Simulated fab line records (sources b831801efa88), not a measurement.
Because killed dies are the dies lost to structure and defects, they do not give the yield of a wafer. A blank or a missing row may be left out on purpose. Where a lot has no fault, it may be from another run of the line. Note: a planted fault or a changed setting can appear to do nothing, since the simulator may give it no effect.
The same fault as seen by 2 desks | flow sky130 | only its own numbers are on each desk; what lay behind them is given at the end

## FROM THE METROLOGY DESK
What the gauges read, lot by lot, whatever tool the lot ran on: means of the sampled wafers that have a number. Any lot whose mean is over 4 standard deviations away from the usual mean is out of limits and marked OUT; that distance is given in the brackets.
Columns: A = PWDE_OVL at SKY_PWDE_OVL_MEAS_07, usual 0.3 nm; B = cdNm at SKY_VT_ADJUST_HVTP_CD_MEAS_07, usual 379.5 nm; C = VT_ADJUST_NCORE_OVL at SKY_VT_ADJUST_NCORE_OVL_MEAS_08, usual -0.8 nm
lot  | first seen here | A    | B                | C
L884 | day 3 21:40     | -0.3 | 381.2            | -0.7
L885 | day 4 05:03     | 0.8  | 378.8            | -2.0
L888 | day 4 22:30     | -1.3 | 379.3            | -2.7
L890 | day 5 07:53     | 1.2  | 377.1            | 0.1
L891 | day 5 12:21     | -0.9 | 381.3            | -2.0
L893 | day 6 00:28     | 1.7  | 373.5            | -0.6
L894 | day 6 08:19     | 1.1  | 376.2            | 1.4
L895 | day 6 14:28     | 1.4  | 370.9 (-4.3) OUT | -0.8
L901 | day 7 22:47     | 1.4  | 381.2            | -1.5
L903 | day 8 08:19     | -1.7 | 380.2            | -1.4
L904 | day 8 15:23     | 0.4  | 382.8            | -1.3
L905 | day 8 20:33     | 0.0  | 383.6            | -0.8
L906 | day 9 00:51     | 0.3  | 379.4            | -0.7
Finding of this desk: L895 out of limits; the first was L895 at day 9 06:14, on cdNm at SKY_VT_ADJUST_HVTP_CD_MEAS_07. In limits: L884, L885, L888, L890, L891, L893, L894, L901, L903, L904, L905, L906.

## THE TOOL OWNER'S DESK: ilineStepper-01
The tool's own readings at SKY_VT_ADJUST_HVTP_EXPOSE_04 (exposes mask HVTPM, target cd 380 nm): means of the sampled wafers that have a number, for each lot that ran on this tool. Any lot whose mean is over 4 standard deviations away from the usual mean is out of limits and marked OUT; that distance is given in the brackets.
Columns: A = focusOffsetNm at SKY_VT_ADJUST_HVTP_EXPOSE_04, usual 0.1 nm
lot  | first seen here | A
L884 | day 5 18:37     | -0.1
L888 | day 6 21:43     | -0.1
L890 | day 7 09:23     | -0.1
L891 | day 7 16:10     | 0.4
L893 | day 8 04:24     | 0.2
L894 | day 8 11:38     | 0.6
L895 | day 8 19:41     | 0.5
L905 | day 11 05:13    | -0.8
L906 | day 11 10:53    | 0.3
This desk found nothing out of limits on any of the 9 lots.

## BROUGHT TOGETHER
Metrology desk: alarm possible at day 9 06:14 on L895.
The tool owner's desk saw nothing out of limits.
The tool owner's desk has L895 on record, within its limits.
The lots listed all ran SKY_VT_ADJUST_HVTP_EXPOSE_04 on ilineStepper-01.

## WHAT THE SIMULATOR PUT IN
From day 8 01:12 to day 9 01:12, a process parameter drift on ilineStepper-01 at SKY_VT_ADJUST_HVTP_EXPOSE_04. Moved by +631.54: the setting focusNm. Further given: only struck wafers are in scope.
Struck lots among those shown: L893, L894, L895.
Delay in hours, fault start to first out-of-limits reading, per desk: metrology desk 29.
